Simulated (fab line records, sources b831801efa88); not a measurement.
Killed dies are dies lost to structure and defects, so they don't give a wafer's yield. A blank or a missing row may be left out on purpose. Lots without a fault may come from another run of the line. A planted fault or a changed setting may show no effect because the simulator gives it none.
fab line records | flow sky130
record lots=6 wafers=18 last_day=50
route steps=708 shown FIELD_ISO@11 PAD_OPEN@708
lots that met no fault: from a run of the same line without faults
start_h: hours from the record's first day to the start of the lot's first wafer shown | wait_h: hours since the lot's step before | " the same as in the row above | L1.1+2: a row that stands for several wafers | - no value, or no start given | * or withheld: withheld | < > ~ a bound
route shown NAME@n: a module of which the file shows steps, and the number in the route of the first | usual: mean/standard deviation of fault-free wafers | same: alike in all rows | chamber/n: place in a boat | sites: the reading at each site | _std_site: their standard deviation | _edge_site: outer sites' mean less inner sites' | radius_mm: how far each site lies from the wafer's centre | mask NAME#n: copy n | behind: the tool/chamber that last shaped the wafer | hold: why the lot was held/for how many hours/how that ended | device: the transistor (n, p or np) that didn't switch | end of line: the same wafers' tests at the end of the route | a step without rows: its recipe alone | killed: dies lost to structure and defects at the first sort, not the wafer's yield | map: a wafer's dies, x killed, . not, _ none there
set.NAME: the setting as run; set.NAME@STEP: as run at that earlier step | model.NAME: the simulator's own value behind a step, which no gauge read
lots at some steps of the route; a table a step, a row a wafer
services: from which hour (start_h, from the record's first day; less than 0 if before it) a tool's chamber was out of use, for how many hours, and why
## steps
# step SKY_FIELD_ISO_EXPOSE_10
# recipe mask_id=FOM na=0.68 source_shape=annular sigma_inner=0.4 sigma_outer=0.8 target_cd_nm=150 dose_mj=28
# step SKY_FIELD_ISO_PEB_11
# recipe peb_temp_c=withheld peb_time_s=withheld resist=KrF-thick
# step SKY_FIELD_ISO_DEVELOP_12
# recipe develop_time_s=60 resist=KrF-thick dev_temp_c=21
# step SKY_FIELD_ISO_CD_MEAS_13
# recipe target_cd_nm=150
# usual cd_nm=150.2/1.7
# columns lot.wafer tool chamber start_h wait_h cd_nm
L559.1 cd_sem-02 - 33.99 - 151.9
L559.2 " - " " 152.2
L559.4 " - " " 152.6
L560.4 cd_sem-01 - 39.27 - 150.5
L560.5 " - " " 150.5
L560.6 " - " " 151.7
L561.2 cd_sem-01 - 43.02 - 148.7
L561.4 " - " " 148.2
L561.5 " - " " 148.5
L570.2 cd_sem-01 - 92.37 - 149.3
L570.5 " - " " 150.1
L570.6 " - " " 151.2
L575.1 cd_sem-02 - 121.40 - 151.1
L575.3 " - " " 150.8
L575.4 " - " " 148.2
L581.2 cd_sem-01 - 149.37 - 147.9
L581.5 " - " " 147.8
L581.6 " - " " 145.6
# step SKY_FIELD_ISO_ETCH_14
# recipe chemistry=N2/H2 target=BARC ion_energy_ev=200 source_w=500 bias_w=100 pressure_mtorr=30 n2_flow_sccm=100 h2_flow_sccm=200 stop_on=SiO2 time_s=45.9 target_depth_a=600
# usual drypump_motor_current_A=5.7/0.46 oes_product_au=0.855/0.0045 throttle_valve_pct=13.225/0.0095
# columns lot.wafer tool chamber start_h wait_h drypump_motor_current_A oes_product_au rf_hours_counter_h throttle_valve_pct
L559.1 rie_diel-04 3 34.11 0.1 5.8 0.863 91 13.230
L559.2 " 0 " " 4.7 0.858 87 13.231
L559.4 " 2 " " 5.2 0.853 37 13.216
L560.4 rie_diel-02 0 39.33 0.0 6.4 0.857 64 13.229
L560.5 " 0 " " 6.4 0.852 - 13.245
L560.6 " 3 " " 5.5 0.859 - 13.216
L561.2 rie_diel-02 2 43.12 0.1 6.4 0.860 2 13.226
L561.4 " 0 " " 6.4 0.859 64 13.221
L561.5 " 3 " " 5.5 0.859 - 13.231
L570.2 rie_diel-02 0 92.47 0.1 6.4 0.863 65 13.222
L570.5 " 3 " " 5.4 0.862 - 13.219
L570.6 " 0 " " 6.4 0.855 - 13.236
L575.1 rie_diel-01 3 121.52 0.1 5.3 0.854 98 13.227
L575.3 " 0 " " 5.6 0.852 158 13.214
L575.4 " 2 " " 5.6 0.860 3 13.211
L581.2 rie_diel-01 1 149.47 0.1 5.6 0.848 2 13.240
L581.5 " 3 " " 5.3 0.857 - 13.231
L581.6 " 2 " " 5.6 0.856 - 13.233
# step SKY_FIELD_ISO_ETCH_15
# recipe chemistry=CHF3/O2 target_depth_nm=180 stop_on=Si source_w=600 bias_w=200 pressure_mtorr=40 chf3_flow_sccm=50 O2_flow_sccm=5 time_s=72
# usual drypump_motor_current_A=5.7/0.47 oes_product_au=0.945/0.0068 throttle_valve_pct=8.843/0.0096
# columns lot.wafer tool chamber start_h wait_h drypump_motor_current_A oes_product_au rf_hours_counter_h throttle_valve_pct
L559.1 rie_diel-04 3 34.15 0.0 5.8 0.945 91 8.841
L559.2 " 0 " " 4.6 0.945 87 8.849
L559.4 " 2 " " 5.2 0.946 37 8.838
L560.4 rie_diel-02 0 39.37 0.0 6.4 0.937 64 8.861
L560.5 " 0 " " 6.3 0.941 - 8.846
L560.6 " 3 " " 5.4 0.942 - 8.856
L561.2 rie_diel-02 2 43.16 0.0 6.3 0.941 2 8.857
L561.4 " 0 " " 6.3 0.958 64 8.851
L561.5 " 3 " " 5.5 0.944 - 8.846
L570.2 rie_diel-02 0 92.51 0.0 6.4 0.942 65 8.830
L570.5 " 3 " " 5.5 0.945 - 8.844
L570.6 " 0 " " 6.4 0.949 - 8.857
L575.1 rie_diel-01 3 121.56 0.0 5.3 0.942 98 8.841
L575.3 " 0 " " 5.6 0.939 158 8.855
L575.4 " 2 " " 5.6 0.945 3 8.834
L581.2 rie_diel-01 1 149.51 0.0 5.6 0.944 2 8.831
L581.5 " 3 " " 5.3 0.943 - 8.846
L581.6 " 2 " " 5.6 0.939 - 8.823
# step SKY_FIELD_ISO_STRIP_16
# recipe chemistry=O2/N2 power_w=1400 pressure_mtorr=1500 platen_temp_c=withheld o2_flow_sccm=3000 n2_flow_sccm=300 overash_fraction=0.5
# usual drypump_motor_current_A=5.4/0.43 oes_product_au=0.377/0.0047 strip_time_to_endpoint_s=3.528/0.03
# columns lot.wafer tool chamber start_h wait_h drypump_motor_current_A oes_product_au rf_hours_counter_h strip_time_to_endpoint_s
L559.1 plasma_asher-04 1 34.21 0.0 5.0 0.382 36 3.514
L559.2 " 0 " " 6.3 0.376 36 3.503
L559.4 " 0 " " 6.3 0.386 - 3.540
L560.4 plasma_asher-02 0 39.46 0.1 5.7 0.380 - 3.552
L560.5 " 0 " " 5.7 0.381 - 3.548
L560.6 " 1 " " 5.4 0.385 - 3.602
L561.2 plasma_asher-03 0 43.22 0.0 5.0 0.383 23 3.529
L561.4 " 1 " " 5.4 0.388 - 3.540
L561.5 " 0 " " 5.0 0.378 - 3.593
L570.2 plasma_asher-04 0 92.57 0.0 6.3 0.384 42 3.564
L570.5 " 1 " " 5.0 0.382 - 3.599
L570.6 " 0 " " 6.3 0.384 - 3.535
L575.1 plasma_asher-04 1 121.62 0.0 5.1 0.370 45 3.543
L575.3 " 1 " " 5.0 0.376 - 3.547
L575.4 " 0 " " 6.3 0.379 - 3.542
L581.2 plasma_asher-04 0 149.57 0.0 6.3 0.374 47 3.509
L581.5 " 0 " " 6.3 0.375 - 3.550
L581.6 " 1 " " 5.0 0.380 - 3.516
# step SKY_FIELD_ISO_ETCH_17
# recipe target_depth_a=3420 mask_material=Si3N4 chemistry=HBr/Cl2/O2 target=Si taper_deg=5 icp_w=600 bias_w=150 pressure_mtorr=15 HBr_flow_sccm=150 Cl2_flow_sccm=40 O2_flow_sccm=6 time_s=97.7
# usual drypump_motor_current_A=5.3/0.42 oes_product_au=0.998/0.0093 throttle_valve_pct=25.658/0.01
# columns lot.wafer tool chamber start_h wait_h drypump_motor_current_A oes_product_au rf_hours_counter_h throttle_valve_pct
L559.1 rie_si-02 1 34.31 0.1 5.7 0.989 141 25.669
L559.2 " 2 " " 5.2 0.984 151 25.660
L559.4 " 3 " " 5.4 0.983 - 25.675
L560.4 rie_si-01 3 39.53 0.0 5.0 0.987 147 25.657
L560.5 " 3 " " 5.0 0.989 - 25.661
L560.6 " 0 " " 5.9 0.997 - 25.651
L561.2 rie_si-01 3 43.32 0.1 5.0 0.985 147 25.676
L561.4 " 2 " " 4.9 1.008 1 25.673
L561.5 " 3 " " 5.0 0.989 - 25.665
L570.2 rie_si-02 3 92.67 0.1 5.4 0.987 2 25.668
L570.5 " 3 " " 5.4 0.999 - 25.656
L570.6 " 0 " " 4.7 1.010 - 25.656
L575.1 rie_si-01 0 121.72 0.1 5.8 0.996 55 25.660
L575.3 " 3 " " 5.0 0.994 0 25.662
L575.4 " 2 " " 4.9 0.991 2 25.649
L581.2 rie_si-01 0 149.67 0.1 5.8 0.999 55 25.652
L581.5 " 1 " " 5.9 0.994 - 25.648
L581.6 " 2 " " 4.9 1.002 - 25.652
# step SKY_FIELD_ISO_WET_ETCH_18
# recipe chemistry=H3PO4 target_depth_nm=25 temp_c=160 target=Si3N4 time_s=286
# step SKY_FIELD_ISO_CLEAN_19
# recipe chemistry=SC1/SC2 mix=1:4:20 temp_c=70 time_s=150
# step SKY_FIELD_ISO_CLEAN_20
# recipe chemistry=dHF time_s=20 dilution=100:1
# step SKY_FIELD_ISO_WET_ETCH_21
# recipe chemistry=dHF dilution=100:1 target_depth_nm=20 dry=ipa_marangoni target=SiO2 temp_c=25 time_s=400
# step SKY_FIELD_ISO_OXIDATION_22
# recipe temp_c=950 ambient=O2 stabilise_s=600 purge_s=300 target_thk_a=100 ox_time_s=623
# usual spike_tc_bottom_C=964.8/1.2 spike_tc_centre_C=951.1/1.1 spike_tc_lower_C=950.7/1.1 spike_tc_top_C=960.3/1.7 spike_tc_upper_C=950.7/1.8 tube_center_temp_C=950/0.093 tube_center_temp_C_max=952.5/0.42 zone_power_centre_pct=22.2/0.64 zone_power_lower_pct=19.1/0.74
# columns lot.wafer tool chamber start_h wait_h spike_tc_bottom_C spike_tc_centre_C spike_tc_lower_C spike_tc_top_C spike_tc_upper_C tube_center_temp_C tube_center_temp_C_max zone_power_centre_pct zone_power_lower_pct model.SiO2_of_FIELD_ISO_OXIDATION_22.thk_nm
L559.1 furnace-01 0 36.05 1.4 964.2 949.6 949.3 956.8 947.5 949.97 953.1 20.8 17.8 10.27
L559.2 " 0 " " 963.2 952.8 951.5 958.2 947.0 949.86 952.1 21.0 17.8 10.15
L559.4 " 0 " " 961.8 951.7 950.6 956.7 947.8 950.03 953.2 21.0 17.9 10.12
L560.4 furnace-01 0 43.27 3.4 917.4 902.5 901.5 911.4 901.1 902.93 905.4 18.7 16.1 5.725
L560.5 " 0 " " 914.8 903.1 903.2 911.6 900.9 902.86 906.0 18.9 15.7 5.724
L560.6 " 0 " " 916.8 903.8 902.4 913.0 899.0 902.93 905.4 18.6 15.3 5.778
L561.2 furnace-01 0 45.84 2.2 916.1 900.1 902.0 910.6 899.9 903.04 905.4 18.8 15.7 5.988
L561.4 " 0 " " 914.8 903.7 904.3 911.0 899.2 902.77 905.3 18.7 15.6 5.915
L561.5 " 0 " " 917.3 903.1 903.4 910.5 900.7 902.82 905.5 18.8 15.8 6.056
L570.2 furnace-02 0 93.10 0.1 965.3 951.2 951.1 960.4 951.0 950.02 952.7 22.7 19.5 10.07
L570.5 " 0 " " 963.8 950.3 950.5 962.1 950.1 949.96 952.1 22.7 19.4 9.97
L570.6 " 0 " " 965.8 951.5 950.7 961.6 950.9 950.03 952.3 22.5 19.4 10.11
L575.1 furnace-02 0 127.74 5.7 965.2 950.3 952.3 959.9 952.1 950.08 953.3 22.3 19.7 9.847
L575.3 " 0 " " 964.9 950.3 950.8 959.7 951.9 950.16 952.1 22.4 19.6 9.888
L575.4 " 0 " " 966.7 951.0 949.8 961.4 950.8 950.1 952.6 22.8 19.1 9.85
L581.2 furnace-02 0 150.01 0.0 966.0 950.3 951.2 959.5 951.6 950.04 952.8 22.3 19.6 10.23
L581.5 " 0 " " 964.5 951.1 951.3 961.0 951.0 950.09 953.0 22.4 19.6 10.26
L581.6 " 0 " " 965.9 949.8 950.6 963.0 951.9 950.1 953.3 22.7 19.9 10.25
# step SKY_FIELD_ISO_THK_MEAS_23
# recipe reads=SiO2_of_FIELD_ISO_OXIDATION_22
# usual FIELD_ISO_OXIDATION_01_THK=10.08/0.18
# columns lot.wafer tool chamber start_h wait_h FIELD_ISO_OXIDATION_01_THK[nm]
L559.1 film_metro-03 - 37.22 0.0 10.26
L559.2 " - " " 10.13
L559.4 " - " " 10.07
L560.4 film_metro-03 - 44.48 0.0 5.74
L560.5 " - " " 5.76
L560.6 " - " " 5.74
L561.2 film_metro-03 - 47.02 0.0 6.01
L561.4 " - " " 5.87
L561.5 " - " " 6.07
L570.2 film_metro-01 - 94.28 0.0 10.03
L570.5 " - " " 10.00
L570.6 " - " " 10.09
L575.1 film_metro-01 - 128.91 0.0 9.85
L575.3 " - " " 9.87
L575.4 " - " " 9.86
L581.2 film_metro-01 - 151.19 0.0 10.29
L581.5 " - " " 10.32
L581.6 " - " " 10.23
# step SKY_FIELD_ISO_CVD_24
# recipe material=SiO2 target_thk_nm=595 temp_c=650 sigma_open_frac=0.3 time_s=99.2 sih4_flow_sccm=60 pressure_mtorr=6
# step SKY_PAD_OPEN_PROBE_99
# usual killed_at_M0_to_M3=44/6.4 killed_at_M4_up=3.6/2.1 killed_at_contacts=23/5.1 killed_at_front_end=15/4.3 killed_at_other=0.3/0.56 killed_dies=86/9 killed_open=47/6.4 killed_short=39/5.8
# same gross_dies=492 killed_at_back_side=0
# columns lot.wafer tool chamber start_h wait_h killed_at_M0_to_M3 killed_at_M4_up killed_at_contacts killed_at_front_end killed_at_other killed_dies killed_open killed_short model.etest.diode_ndiff_fingers.leak_log10_a_cm2 model.etest.diode_pdiff_fingers.leak_log10_a_cm2 model.etest.sram_nfet_pass.off_log10_a_um
L559.1 prober-02 - 1081.67 0.1 50 5 22 17 0 94 54 40 -6.584 -6.871 -12.83
L559.2 prober-02 - 1081.72 0.1 48 5 28 22 0 103 52 51 -6.431 -6.372 -12.89
L559.4 prober-02 - 1081.82 0.2 65 1 21 18 0 105 57 48 -6.568 -6.34 -12.71
L560.4 prober-01 - 1084.80 0.2 43 2 18 15 0 78 44 34 -6.442 -6.257 -12.22
L560.5 prober-01 - 1084.85 0.2 38 5 17 11 1 72 38 34 -6.373 -6.151 -12.11
L560.6 prober-01 - 1084.90 0.2 49 5 26 5 0 85 47 38 -6.301 -6.575 -12.72
L561.2 prober-02 - 1086.80 0.1 46 1 17 15 1 80 39 41 -6.226 -6.396 -12.45
L561.4 prober-02 - 1086.90 0.2 46 2 19 12 0 79 41 38 -6.383 -6.402 -12.25
L561.5 prober-02 - 1086.95 0.2 48 2 20 14 0 84 39 45 -6.34 -6.249 -12.73
L570.2 prober-02 - 1140.88 0.1 41 3 20 10 0 74 37 37 -6.762 -6.633 -12.92
L570.5 prober-02 - 1141.03 0.2 39 2 37 12 1 91 54 37 -6.854 -6.835 -12.3
L570.6 prober-02 - 1141.08 0.2 34 11 26 15 0 86 44 42 -6.548 -6.227 -12.96
L575.1 prober-01 - 1175.56 0.1 53 4 26 14 2 99 52 47 -6.996 -6.527 -12.61
L575.3 prober-01 - 1175.66 0.2 43 5 37 9 1 95 49 46 -6.64 -6.688 -12.5
L575.4 prober-01 - 1175.71 0.2 46 4 18 11 0 79 46 33 -6.551 -6.496 -12.87
L581.2 prober-02 - 1194.08 0.1 40 1 23 24 0 88 43 45 -6.6 -6.584 -12.75
L581.5 prober-02 - 1194.23 0.2 38 5 17 19 0 79 41 38 -6.846 -6.752 -12.9
L581.6 prober-02 - 1194.28 0.2 44 1 22 22 0 89 51 37 -6.703 -6.502 -12.78
# killed by level:class
L559.1 VIA1:geometric_particle:open=10 VIA3:geometric_particle:open=10 LI_CONTACT:geometric_particle:open=8 VIA1:geometric_particle:short=7 METAL1:geometric_particle:short=7 CONTACT:geometric_particle:open=6 VIA2:geometric_particle:open=6 FIELD_ISO:geometric_particle:open=5
L559.2 CONTACT:geometric_particle:open=12 VIA2:geometric_particle:open=8 VIA3:geometric_particle:open=7 VIA1:geometric_particle:short=7 POLY_GATE:geometric_particle:short=6 VIA3:geometric_particle:short=6 METAL3:geometric_particle:short=6 POLY_GATE:geometric_particle:open=5
L559.4 VIA3:geometric_particle:open=12 METAL2:geometric_particle:short=10 VIA3:geometric_particle:short=9 CONTACT:geometric_particle:open=8 VIA1:geometric_particle:open=8 VIA2:geometric_particle:open=8 LI_CONTACT:geometric_particle:open=6 VIA2:geometric_particle:short=6
L560.4 CONTACT:geometric_particle:open=10 VIA1:geometric_particle:open=9 METAL1:geometric_particle:short=7 VIA3:geometric_particle:open=7 FIELD_ISO:geometric_particle:short=5 LI_CONTACT:geometric_particle:open=4 METAL1:geometric_particle:open=4 VIA2:geometric_particle:open=4
L560.5 VIA3:geometric_particle:open=8 VIA1:geometric_particle:open=7 LOCAL_INTERCONNECT:geometric_particle:short=6 VIA2:geometric_particle:open=6 LI_CONTACT:geometric_particle:open=5 FIELD_ISO:geometric_particle:short=4 VIA2:geometric_particle:short=4 CONTACT:geometric_particle:open=3
L560.6 LI_CONTACT:geometric_particle:open=10 VIA1:geometric_particle:open=9 METAL1:geometric_particle:short=8 CONTACT:geometric_particle:open=7 VIA2:geometric_particle:open=6 VIA3:geometric_particle:open=6 CONTACT:geometric_particle:short=5 VIA3:geometric_particle:short=4
L561.2 VIA1:geometric_particle:open=9 METAL2:geometric_particle:short=9 METAL1:geometric_particle:short=8 LI_CONTACT:geometric_particle:open=6 FIELD_ISO:geometric_particle:open=5 VIA2:geometric_particle:open=5 LOCAL_INTERCONNECT:geometric_particle:short=4 METAL2:geometric_particle:open=4
L561.4 VIA3:geometric_particle:open=9 VIA3:geometric_particle:short=7 LI_CONTACT:geometric_particle:open=6 CONTACT:geometric_particle:open=6 METAL2:geometric_particle:short=6 VIA2:geometric_particle:open=6 VIA1:geometric_particle:short=5 VIA1:geometric_particle:open=5
L561.5 VIA1:geometric_particle:open=9 VIA3:geometric_particle:open=7 LI_CONTACT:geometric_particle:open=6 LOCAL_INTERCONNECT:geometric_particle:short=6 METAL2:geometric_particle:short=6 CONTACT:geometric_particle:open=5 METAL1:geometric_particle:short=5 VIA2:geometric_particle:open=5
L570.2 CONTACT:geometric_particle:open=10 METAL1:geometric_particle:short=8 VIA1:geometric_particle:open=6 VIA3:geometric_particle:open=6 VIA2:geometric_particle:open=5 POLY_GATE:geometric_particle:open=4 LI_CONTACT:geometric_particle:open=4 METAL3:geometric_particle:short=4
L570.5 CONTACT:geometric_particle:open=15 LI_CONTACT:geometric_particle:open=11 VIA1:geometric_particle:open=8 CONTACT:geometric_particle:short=7 METAL2:geometric_particle:short=6 VIA2:geometric_particle:open=5 METAL3:geometric_particle:short=5 POLY_GATE:geometric_particle:short=4
L570.6 LI_CONTACT:geometric_particle:open=11 VIA1:geometric_particle:open=9 METAL4:geometric_particle:short=9 POLY_GATE:geometric_particle:open=6 METAL2:geometric_particle:short=6 CONTACT:geometric_particle:short=5 VIA2:geometric_particle:open=5 VIA3:geometric_particle:open=4
L575.1 VIA1:geometric_particle:open=11 CONTACT:geometric_particle:open=11 METAL2:geometric_particle:short=10 VIA2:geometric_particle:open=9 VIA2:geometric_particle:short=7 LOCAL_INTERCONNECT:geometric_particle:short=5 VIA1:geometric_particle:short=5 LI_CONTACT:geometric_particle:open=4
L575.3 CONTACT:geometric_particle:open=12 LI_CONTACT:geometric_particle:open=11 VIA2:geometric_particle:open=6 LOCAL_INTERCONNECT:geometric_particle:short=6 VIA1:geometric_particle:open=6 LI_CONTACT:geometric_particle:short=5 VIA2:geometric_particle:short=5 VIA3:geometric_particle:short=5
L575.4 VIA1:geometric_particle:open=10 VIA2:geometric_particle:open=10 METAL2:geometric_particle:short=6 FIELD_ISO:geometric_particle:open=5 CONTACT:geometric_particle:open=5 LI_CONTACT:geometric_particle:open=4 LOCAL_INTERCONNECT:geometric_particle:short=4 CONTACT:geometric_particle:short=4
L581.2 VIA3:geometric_particle:open=7 CONTACT:geometric_particle:open=7 VIA1:geometric_particle:open=7 FIELD_ISO:geometric_particle:short=6 LOCAL_INTERCONNECT:geometric_particle:short=6 VIA1:geometric_particle:short=6 METAL2:geometric_particle:short=6 FIELD_ISO:geometric_particle:open=5
L581.5 VIA1:geometric_particle:open=9 FIELD_ISO:geometric_particle:short=7 VIA3:geometric_particle:open=7 CONTACT:geometric_particle:open=6 METAL2:geometric_particle:short=6 LI_CONTACT:geometric_particle:open=5 CONTACT:geometric_particle:short=4 METAL1:geometric_particle:short=4
L581.6 CONTACT:geometric_particle:open=11 VIA1:geometric_particle:open=9 FIELD_ISO:geometric_particle:open=6 FIELD_ISO:geometric_particle:short=5 CONTACT:geometric_particle:short=5 VIA1:geometric_particle:short=5 VIA2:geometric_particle:open=5 METAL2:geometric_particle:short=5
## services
# columns tool chamber start_h hours kind
rie_diel-04 - 12.65 0.6 repair
rie_si-02 0 23.30 - clean
rie_si-02 0 23.30 16.6 scheduled_down
rie_si-02 0 23.30 16.6 vent_cycle
rie_si-01 1 27.00 8.8 repair
furnace-02 - 35.31 3.3 pm
furnace-01 - 64.46 63.6 pm
rie_diel-01 1 64.72 22.2 repair
rie_diel-01 - 66.84 2.8 pm
rie_diel-04 2 70.52 1.9 repair
rie_si-02 2 75.16 - clean
rie_si-02 2 75.16 17.1 scheduled_down
plasma_asher-04 - 80.81 2.8 pm
rie_diel-04 0 82.73 4.1 repair
plasma_asher-04 - 88.59 0.4 repair
rie_si-01 3 90.80 - clean
rie_si-01 3 90.80 12.6 scheduled_down
rie_si-01 3 90.80 12.6 vent_cycle
rie_diel-01 3 105.47 3.5 repair
rie_diel-02 1 122.43 3.4 repair
furnace-01 - 128.11 3.7 pm
furnace-02 - 133.25 2.8 pm
rie_si-01 - 142.10 0.6 repair
rie_diel-01 0 146.07 13.3 repair
## key
first_sign step=SKY_FIELD_ISO_OXIDATION_22 reading=tube_center_temp_C direction=down sigmas=99+ usual=* struck=*
effect step=SKY_FIELD_ISO_OXIDATION_22 reading=tube_center_temp_C_max direction=down sigmas=99+ usual=* struck=*
effect step=SKY_FIELD_ISO_THK_MEAS_23 reading=FIELD_ISO_OXIDATION_01_THK direction=down sigmas=24 usual=10.08 struck=5.87
model_effect step=SKY_FIELD_ISO_OXIDATION_22 value=SiO2_of_FIELD_ISO_OXIDATION_22.thk_nm without=10.07 struck=5.864
model_effect step=SKY_PAD_OPEN_PROBE_99 value=etest.diode_ndiff_fingers.leak_log10_a_cm2 without=-6.652 struck=-6.344
met_at SKY_FIELD_ISO_OXIDATION_22
struck_wafers L560.4,L560.5,L560.6,L561.2,L561.4,L561.5
tester_left_out L560,L561
onset_between 36.05 43.27
fault kind=process_parameter_drift tool=furnace-01 chamber=- onset_h=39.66 steps=SKY_FIELD_ISO_OXIDATION_22 channel=temp_c offset=* shape=step end_h=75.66 acts_in=* stated=*
# tester_left_out: of these lots the tester's yield and bins aren't shown, on N5 and GAA mostly nor the transistor test; their killed dies are dies lost to structure and defects alone, not to doping, threshold or leakage, so they don't give the yield
